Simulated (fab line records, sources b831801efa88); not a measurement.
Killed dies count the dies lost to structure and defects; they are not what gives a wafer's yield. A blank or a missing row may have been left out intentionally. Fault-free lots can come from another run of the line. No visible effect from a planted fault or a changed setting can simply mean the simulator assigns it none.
Commonality check across tools / flow sky130 / 39 wafers sampled across 13 lots

== THE REASON FOR OPENING IT ==
At SKY_LI_CONTACT_CD_MEAS_12 the reading cd-nm is flagged on 1 of 13 lots. Fault-free wafers read 169.8 nm, with a standard deviation of 1.5.
Rule: a lot is flagged when every wafer of it that has a number lies more than 4 standard deviations from that mean, or none has a number. As for the other lots, they are considered sound.

lot=L833; measured=day 28 14:29; on=cd-sem-01; cd-nm (nm), wafer by wafer=170.2 171.6 169.5; flag=
lot=L835; measured=day 29 15:46; on=cd-sem-02; cd-nm (nm), wafer by wafer=171.1 169.6 169.9; flag=
lot=L836; measured=day 29 20:02; on=cd-sem-02; cd-nm (nm), wafer by wafer=168.7 167.3 170.0; flag=
lot=L837; measured=day 30 12:02; on=cd-sem-02; cd-nm (nm), wafer by wafer=169.7 171.0 171.5; flag=
lot=L838; measured=day 30 13:55; on=cd-sem-01; cd-nm (nm), wafer by wafer=166.9 168.9 168.8; flag=
lot=L839; measured=day 31 01:29; on=cd-sem-02; cd-nm (nm), wafer by wafer=171.2 170.3 170.1; flag=
lot=L840; measured=day 31 08:07; on=cd-sem-01; cd-nm (nm), wafer by wafer=173.6 173.4 173.4; flag=
lot=L843; measured=day 32 20:27; on=cd-sem-01; cd-nm (nm), wafer by wafer=167.2 167.4 167.3; flag=
lot=L845; measured=day 33 14:29; on=cd-sem-01; cd-nm (nm), wafer by wafer=134.8 136.3 134.2; flag=FLAGGED
lot=L849; measured=day 35 00:02; on=cd-sem-02; cd-nm (nm), wafer by wafer=170.3 169.6 170.1; flag=
lot=L850; measured=day 35 02:49; on=cd-sem-01; cd-nm (nm), wafer by wafer=169.3 170.0 168.8; flag=
lot=L855; measured=day 36 15:22; on=cd-sem-01; cd-nm (nm), wafer by wafer=170.0 167.6 169.2; flag=
lot=L856; measured=day 37 07:02; on=cd-sem-02; cd-nm (nm), wafer by wafer=168.9 168.4 168.4; flag=
The numbers of the flagged lots are 135.1 nm on average: -34.7 nm against the usual, or -23 standard deviations.

== WHICH TOOL RAN EACH LOT ==
2 process steps preceding the reading are held in the record, out of 708 steps in the route. In each cell: the tool, then ch and the chambers that the sampled wafers went through, then the start.
lot=L833; flag=; SKY_LI_CONTACT_CMP_02=cmp-02 ch 1,2,3, day 27 09:23; SKY_LI_CONTACT_EXPOSE_09=krf-scanner-02 ch 0, day 28 00:07
lot=L835; flag=; SKY_LI_CONTACT_CMP_02=cmp-02 ch 0,2,3, day 28 12:07; SKY_LI_CONTACT_EXPOSE_09=krf-scanner-01 ch 0, day 29 02:23
lot=L836; flag=; SKY_LI_CONTACT_CMP_02=cmp-01 ch 0,1,2, day 28 16:01; SKY_LI_CONTACT_EXPOSE_09=krf-scanner-02 ch 0, day 29 06:37
lot=L837; flag=; SKY_LI_CONTACT_CMP_02=cmp-02 ch 0,3, day 29 07:52; SKY_LI_CONTACT_EXPOSE_09=krf-scanner-02 ch 0, day 29 22:25
lot=L838; flag=; SKY_LI_CONTACT_CMP_02=cmp-01 ch 1,2,3, day 29 10:31; SKY_LI_CONTACT_EXPOSE_09=krf-scanner-02 ch 0, day 30 00:55
lot=L839; flag=; SKY_LI_CONTACT_CMP_02=cmp-02 ch 0,2, day 29 21:40; SKY_LI_CONTACT_EXPOSE_09=krf-scanner-02 ch 0, day 30 12:27
lot=L840; flag=; SKY_LI_CONTACT_CMP_02=cmp-01 ch 0,3, day 30 05:19; SKY_LI_CONTACT_EXPOSE_09=krf-scanner-02 ch 0, day 30 19:01
lot=L843; flag=; SKY_LI_CONTACT_CMP_02=cmp-02 ch 1,2, day 31 17:46; SKY_LI_CONTACT_EXPOSE_09=krf-scanner-01 ch 0, day 32 06:52
lot=L845; flag=FLAGGED; SKY_LI_CONTACT_CMP_02=cmp-01 ch 1,2,3, day 32 11:22; SKY_LI_CONTACT_EXPOSE_09=krf-scanner-02 ch 0, day 33 01:37
lot=L849; flag=; SKY_LI_CONTACT_CMP_02=cmp-01 ch 0,1, day 33 21:18; SKY_LI_CONTACT_EXPOSE_09=krf-scanner-02 ch 0, day 34 10:46
lot=L850; flag=; SKY_LI_CONTACT_CMP_02=cmp-02 ch 0,3, day 34 00:52; SKY_LI_CONTACT_EXPOSE_09=krf-scanner-02 ch 0, day 34 14:08
lot=L855; flag=; SKY_LI_CONTACT_CMP_02=cmp-01 ch 0,1,3, day 35 12:55; SKY_LI_CONTACT_EXPOSE_09=krf-scanner-02 ch 0, day 36 02:32
lot=L856; flag=; SKY_LI_CONTACT_CMP_02=cmp-01 ch 2,3, day 36 04:34; SKY_LI_CONTACT_EXPOSE_09=krf-scanner-01 ch 0, day 36 18:00
What is done by these steps:
- SKY_LI_CONTACT_CMP_02: polishes PSG.
- SKY_LI_CONTACT_EXPOSE_09: exposes mask LICM1, target cd 170 nm.
- SKY_LI_CONTACT_CD_MEAS_12: target cd 170 nm.

== FLAGGED OVER TOTAL, TOOL BY TOOL (the gauges that took the reading come last) ==
step=SKY_LI_CONTACT_CMP_02; tool=cmp-01; lots run=7; flagged=1; share of the flagged lots=all; sound lots run after its first flagged lot=3 (L849,L855,L856)
step=SKY_LI_CONTACT_CMP_02; tool=cmp-02; lots run=6; flagged=0; share of the flagged lots=none; sound lots run after its first flagged lot=-
step=SKY_LI_CONTACT_EXPOSE_09; tool=krf-scanner-01; lots run=3; flagged=0; share of the flagged lots=none; sound lots run after its first flagged lot=-
step=SKY_LI_CONTACT_EXPOSE_09; tool=krf-scanner-02; lots run=10; flagged=1; share of the flagged lots=all; sound lots run after its first flagged lot=3 (L849,L850,L855)
step=SKY_LI_CONTACT_CD_MEAS_12; tool=cd-sem-01; lots run=7; flagged=1; share of the flagged lots=all; sound lots run after its first flagged lot=2 (L850,L855)
step=SKY_LI_CONTACT_CD_MEAS_12; tool=cd-sem-02; lots run=6; flagged=0; share of the flagged lots=none; sound lots run after its first flagged lot=-

== WHAT THE TABLE ALLOWS ==
3 rows of the table ran every flagged lot: cmp-01 at SKY_LI_CONTACT_CMP_02, krf-scanner-02 at SKY_LI_CONTACT_EXPOSE_09, cd-sem-01 at SKY_LI_CONTACT_CD_MEAS_12.
- cmp-01 at SKY_LI_CONTACT_CMP_02: 1 of its 7 lots flagged. After the first flagged lot (L849, L855, L856), sound lots still ran on it; a lasting fault on the whole tool would not permit that.
- krf-scanner-02 at SKY_LI_CONTACT_EXPOSE_09: 1 of its 10 lots flagged. After the first flagged lot (L849, L850, L855), sound lots still ran on it; a lasting fault on the whole tool would not permit that.
- cd-sem-01 at SKY_LI_CONTACT_CD_MEAS_12: 1 of its 7 lots flagged. After the first flagged lot (L850, L855), sound lots still ran on it; a lasting fault on the whole tool would not permit that.
There is no row in the table that ran each flagged lot and no sound lot after the first.

== WHAT HAD BEEN PUT IN BY THE SIMULATOR ==
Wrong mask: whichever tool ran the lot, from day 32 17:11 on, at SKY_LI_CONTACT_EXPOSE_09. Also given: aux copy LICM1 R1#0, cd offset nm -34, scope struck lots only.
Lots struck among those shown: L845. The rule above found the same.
